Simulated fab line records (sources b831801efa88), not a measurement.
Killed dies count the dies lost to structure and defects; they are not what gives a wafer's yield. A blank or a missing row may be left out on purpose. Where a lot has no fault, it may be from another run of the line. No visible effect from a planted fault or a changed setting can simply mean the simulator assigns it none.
Comparing a struck lot with a sound one ; flow gf180mcu ; 17 out of 602 route steps
Sound: the wafers L786.1, L786.4, L786.6. Wafers L792.3, L792.5, L792.6 were the ones struck. Last of all comes the cause.
Order at every step that has rows: each side's tool, ch and its chambers, its first start. Under that, the readings that differ: sound wafers ; struck wafers ; difference of the means ; sigmas: that difference in standard deviations of wafers without a fault.
alike: readings whose means differ by less than 2 such deviations, and words and numbers that are the same on both sides. not compared: withheld readings, readings that some wafer has no value for, bounds like >300 that may hide the same value, and numbers for which the record gives no deviation and whose values overlap.
A row with sigmas, a row that says differs or no value, or rows on one side alone: a step with any of these is where the two part. Numbers that don't overlap but have no deviation are shown without sigmas and don't part them. Lack of a reading on every wafer of one side parts them only where that side has two or more wafers.

first, 3 steps without rows for these wafers: GF_MVSD_EXPOSE_04 (exposes mask MVSD, target cd 1000 nm); GF_MVSD_PEB_05; GF_MVSD_DEVELOP_06 (develop time 60 s).
GF_MVSD_OVL_MEAS_07:
  sound on overlay-02, day 8 02:28; struck on overlay-02, day 9 06:39
  alike: MVSD_OVL
then, 2 steps without rows for these wafers: GF_MVSD_IMPLANT_08; GF_MVSD_IMPLANT_09.
GF_MVSD_STRIP_10: strips in O2/N2.
  sound on plasma_asher-01 ch 0,1, day 8 02:47; struck on plasma_asher-02 ch 0,1, day 9 07:01
  alike: drypump_motor_current_A, heater_power_w, n2_flow_sccm, o2_flow_sccm, oes_product_au, strip_time_to_endpoint_s
  not compared: rf_hours_counter_h
GF_MVSD_TW_MEAS_11:
  sound on film_metro-03, day 8 02:53; struck on film_metro-03, day 9 07:06
  alike: MVSD_TW
then, 4 steps without rows for these wafers: GF_MVPSD_DEHYDRATE_00 (time 60 s); GF_MVPSD_HMDS_01 (prime time 60 s); GF_MVPSD_COAT_02 (resist thk 3000 nm); GF_MVPSD_SOFTBAKE_03.
GF_MVPSD_EXPOSE_04: exposes mask MVPSD, target cd 1000 nm.
  sound on iline_stepper-01 ch 0, day 8 10:32; struck on iline_stepper-01 ch 0, day 9 15:57
reading;sound;struck;difference;sigmas
model.MVPSD.overlay_x_nm (nm);2.473 2.473 2.473;104.1 104.1 104.1;+101.6;
  alike: mask, focus_offset_nm, stage_vel_mm_s
then, 2 steps without rows for these wafers: GF_MVPSD_PEB_05; GF_MVPSD_DEVELOP_06 (develop time 60 s).
GF_MVPSD_OVL_MEAS_07:
  sound on overlay-01, day 8 18:29; struck on overlay-01, day 10 00:23
reading;sound;struck;difference;sigmas
MVPSD_OVL (nm);1.1 0.4 0.7;101.4 102.2 103.1;+101.5;+72
  not compared: hold
GF_PASSIVATION_PROBE_99:
  rows exist in the record for the sound wafers here (prober-02, day 33 03:53), none for the struck ones

WHERE THEY PART
Last at GF_PASSIVATION_PROBE_99 as far as this record goes, first at GF_MVPSD_OVL_MEAS_07.

WHY: whatever the simulator had introduced
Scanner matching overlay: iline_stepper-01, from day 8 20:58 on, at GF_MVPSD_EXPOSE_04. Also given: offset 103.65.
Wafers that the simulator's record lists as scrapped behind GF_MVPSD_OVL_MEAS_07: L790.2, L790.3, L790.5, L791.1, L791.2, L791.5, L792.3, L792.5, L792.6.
